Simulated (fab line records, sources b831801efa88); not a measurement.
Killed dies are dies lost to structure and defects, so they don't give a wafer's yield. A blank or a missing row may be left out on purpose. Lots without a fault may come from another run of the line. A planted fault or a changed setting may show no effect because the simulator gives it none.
Which tool did it? | flow sky130 | 10 lots, 30 wafers sampled, at 4 steps of a route of 708

WHAT THE GAUGES READ, wafer by wafer
SKY_METAL1_RS_MEAS_05: measures by four-point-probe.
lot  | measured     | on            | METAL1_ALCU_RS (ohm/sq)
L170 | day 32 18:59 | film_metro-01 | 0.1246 0.1258 0.1272
L171 | day 33 12:23 | film_metro-03 | 0.1275 0.1276 0.1276
L175 | day 34 22:50 | film_metro-03 | 0.1268 0.1264 0.1237
L176 | day 35 06:05 | film_metro-03 | 0.1270 0.1283 0.1259
L180 | day 36 20:59 | film_metro-03 | 0.1253 0.1247 0.1237
L183 | day 37 15:31 | film_metro-04 | 0.1099 0.1268 0.1268
L185 | day 38 09:43 | film_metro-04 | 0.1269 0.1270 0.1267
L186 | day 39 00:02 | film_metro-03 | 0.1278 0.1266 0.1090
L187 | day 39 11:05 | film_metro-03 | 0.1242 0.1259 0.1249
L189 | day 39 16:45 | film_metro-03 | 0.1247 0.1265 0.1240

WHICH TOOL RAN EACH LOT (tool, then ch and the chambers of the sampled wafers, then the start)
lot  | SKY_CONTACT_ETCH_16                | SKY_METAL1_SPUTTER_02        | SKY_METAL1_SPUTTER_04
L170 | rie_diel-02 ch 0,1,2, day 32 17:27 | pvd_sputter-04, day 32 18:52 | pvd_sputter-04, day 32 18:55
L171 | rie_diel-03 ch 2,3, day 33 10:09   | pvd_sputter-03, day 33 12:14 | pvd_sputter-03, day 33 12:17
L175 | rie_diel-01 ch 0,2,3, day 34 21:18 | pvd_sputter-01, day 34 22:44 | pvd_sputter-01, day 34 22:47
L176 | rie_diel-01 ch 0,1,3, day 35 04:33 | pvd_sputter-01, day 35 05:59 | pvd_sputter-01, day 35 06:02
L180 | rie_diel-02 ch 0,1,2, day 36 19:27 | pvd_sputter-04, day 36 20:53 | pvd_sputter-04, day 36 20:56
L183 | rie_diel-02 ch 1,2,3, day 37 14:00 | pvd_sputter-04, day 37 15:25 | pvd_sputter-04, day 37 15:28
L185 | rie_diel-03 ch 1,3, day 38 08:12   | pvd_sputter-03, day 38 09:37 | pvd_sputter-03, day 38 09:40
L186 | rie_diel-02 ch 0,3, day 38 22:31   | pvd_sputter-04, day 38 23:56 | pvd_sputter-04, day 38 23:59
L187 | rie_diel-03 ch 1,3, day 39 09:33   | pvd_sputter-03, day 39 10:58 | pvd_sputter-03, day 39 11:01
L189 | rie_diel-02 ch 0,2,3, day 39 15:12 | pvd_sputter-01, day 39 16:39 | pvd_sputter-01, day 39 16:42
- SKY_CONTACT_ETCH_16: etches BARC in N2/H2, stops on SiO2, time 45.9 s, target depth 60 nm.
- SKY_METAL1_SPUTTER_02: material AlCu, target thk 250 nm, time 13.3 s.
- SKY_METAL1_SPUTTER_04: material TiN, target thk 70 nm, time 58.3 s.

THE ANSWER, worked out from the rows above alone
Rule: what is usual is taken from the lots themselves. Put in order of their means at a reading, lots are off if they are a third of the lots or fewer, leave a main group of 4 or more, and stand apart from it by a gap of 3 or more times the standard deviation of the main group's means; of several such gaps the widest counts. A main group whose means are all the same, to the digits that the tables above print for the reading, isn't used. A lot without any number at a reading at which 4 lots or more have one is off too. The other lots that the step has rows for count as sound.
Off: L183, L186, at SKY_METAL1_RS_MEAS_05 (METAL1_ALCU_RS). The main group: mean 0.1260 ohm/sq, standard deviation 0.001.
A tool fits if, at a process step before that reading, it ran every lot that is off, and no sound lot after the first of them. The gauges at SKY_METAL1_RS_MEAS_05 are tried like those tools. One fits: pvd_sputter-04 at SKY_METAL1_SPUTTER_02 and SKY_METAL1_SPUTTER_04. At SKY_METAL1_SPUTTER_02 its last sound lot is L180 (day 36 20:53), its first lot that is off L183 (day 37 15:25): a fault that began between those two fits.

WHAT THE SIMULATOR HAD PUT IN
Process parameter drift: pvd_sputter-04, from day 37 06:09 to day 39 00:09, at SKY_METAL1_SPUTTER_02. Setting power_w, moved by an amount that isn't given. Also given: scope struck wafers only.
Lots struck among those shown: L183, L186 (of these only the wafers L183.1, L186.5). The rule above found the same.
